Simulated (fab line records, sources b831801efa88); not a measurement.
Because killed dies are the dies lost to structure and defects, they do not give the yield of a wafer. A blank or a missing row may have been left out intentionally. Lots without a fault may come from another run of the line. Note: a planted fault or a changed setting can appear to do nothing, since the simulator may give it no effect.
Struck lot and sound lot, side by side -- flow sky130 -- 17 out of 708 route steps
Sound: these wafers, L256.1, L256.4, L256.6. Struck: wafer L260.2. (L260.4 of the same lot was not struck and is left out.) The cause comes at the end.
For every step that has rows: the tool of each side, followed by ch and its chambers, followed by its first start. Under that, the readings that differ: sound wafers -- struck wafers -- difference of the means -- sigmas: that difference in standard deviations of wafers without a fault.
alike: same words and numbers on both sides, and readings whose means sit less than 2 such deviations apart. not compared: any withheld reading, any reading some wafer has no value for, any bound like >300 that may hide the same value, and any number with overlapping values for which the record gives no deviation.
A row with sigmas, a row that says differs or no value, or rows on one side alone: a step with any of these is where the two part. When numbers do not overlap yet have no deviation, they are printed without sigmas and do not part them. A reading missing from all wafers of one side parts the sides only when that side holds two or more wafers.

SKY_LOCAL_INTERCONNECT_RS_MEAS_01: measures by four-point-probe.
  struck on film_metro-03, day 34 06:19; sound on film_metro-02, day 32 23:32
reading,sound,struck,difference,sigmas
LOCAL_INTERCONNECT_TIN_RS (ohm/sq),14.42 14.30 14.44,13.95,-0.44,-2
SKY_LOCAL_INTERCONNECT_THK_MEAS_02: measures by xrf.
  struck on film_metro-03, day 34 06:26; sound on film_metro-02, day 32 23:39
reading,sound,struck,difference,sigmas
LOCAL_INTERCONNECT_TIN_THK (nm),98.4 98.6 98.5,102.3,+3.8,+3
then, 8 steps without rows for these wafers: SKY_LOCAL_INTERCONNECT_DEHYDRATE_03 (time 60 s); SKY_LOCAL_INTERCONNECT_HMDS_04 (prime time 60 s); SKY_LOCAL_INTERCONNECT_COAT_05 (resist thk 60 nm); SKY_LOCAL_INTERCONNECT_COAT_06 (resist thk 450 nm); SKY_LOCAL_INTERCONNECT_SOFTBAKE_07 (time 90 s); SKY_LOCAL_INTERCONNECT_EXPOSE_08 (exposes mask LI1M, target cd 170 nm); SKY_LOCAL_INTERCONNECT_PEB_09; SKY_LOCAL_INTERCONNECT_DEVELOP_10 (develop time 60 s).
SKY_LOCAL_INTERCONNECT_CD_MEAS_11: the cd target is 170 nm.
  struck on cd_sem-02, day 35 09:16; sound on cd_sem-01, day 34 02:38
  alike: cd_nm
SKY_LOCAL_INTERCONNECT_OVL_MEAS_12:
  struck on overlay-01, day 35 09:22; sound on overlay-02, day 34 02:46
  alike: LOCAL_INTERCONNECT_OVL
SKY_LOCAL_INTERCONNECT_ETCH_13: etches BARC in N2/H2, stops on SiO2, time 45.9 s, target depth 60 nm.
  sound on rie_metal-01 ch 0,1, day 34 02:48; struck on rie_metal-01 ch 1, day 35 09:24
reading,sound,struck,difference,sigmas
oes_product_au (a.u.),0.861 0.852 0.855,0.725,-0.131,-30
run_length_s (s),74.1 74.2 75.2,91.2,+16.7,+32
model.KrF-thick_of_LOCAL_INTERCONNECT_COAT_06.thk_nm (nm),391.4 389.9 391.3,380.8,-10.1,
model.LOCAL_INTERCONNECT.cd_nm (nm),169.6 168.7 170.8,166.6,-3.1,
model.SiO2_of_SONOS_ONO_CVD_04.thk_nm (nm),4.291 4.3 4.383,3.615,-0.710,
  alike: drypump_motor_current_A, throttle_valve_pct
  not compared: rf_hours_counter_h
SKY_LOCAL_INTERCONNECT_METAL_ETCH_14: etches TiN in Cl2/BCl3, stops on PSG, target depth 110 nm, time 31.4 s.
  sound on rie_metal-01 ch 0,1, day 34 02:52; struck on rie_metal-01 ch 1, day 35 09:28
reading,sound,struck,difference,sigmas
throttle_valve_pct (%),21.915 21.903 21.916,21.891,-0.020,-2
model.KrF-thick_of_LOCAL_INTERCONNECT_COAT_06.thk_nm (nm),346.2 344.4 347.9,337.2,-9.0,
  alike: drypump_motor_current_A, mfc_cl2_sccm, oes_product_au, run_length_s
  not compared: rf_hours_counter_h
SKY_LOCAL_INTERCONNECT_STRIP_15: strips in O2/N2.
  sound on plasma_asher-01 ch 0,1, day 34 02:55; struck on plasma_asher-02 ch 1, day 35 09:31
reading,sound,struck,difference,sigmas
oes_product_au (a.u.),0.432 0.427 0.438,0.414,-0.018,-4
strip_time_to_endpoint_s (s),4.694 4.672 4.704,4.603,-0.087,-3
  alike: drypump_motor_current_A
  not compared: rf_hours_counter_h
then, 2 steps without rows for these wafers: SKY_LOCAL_INTERCONNECT_STRIP_16 (strips in post etch residue remover, time 1200 s); SKY_PAD_OPEN_PROBE_99.

WHERE THEY PART
At SKY_LOCAL_INTERCONNECT_RS_MEAS_01 first; at SKY_LOCAL_INTERCONNECT_STRIP_15 last (within this record only).

WHY: the cause the simulator had injected
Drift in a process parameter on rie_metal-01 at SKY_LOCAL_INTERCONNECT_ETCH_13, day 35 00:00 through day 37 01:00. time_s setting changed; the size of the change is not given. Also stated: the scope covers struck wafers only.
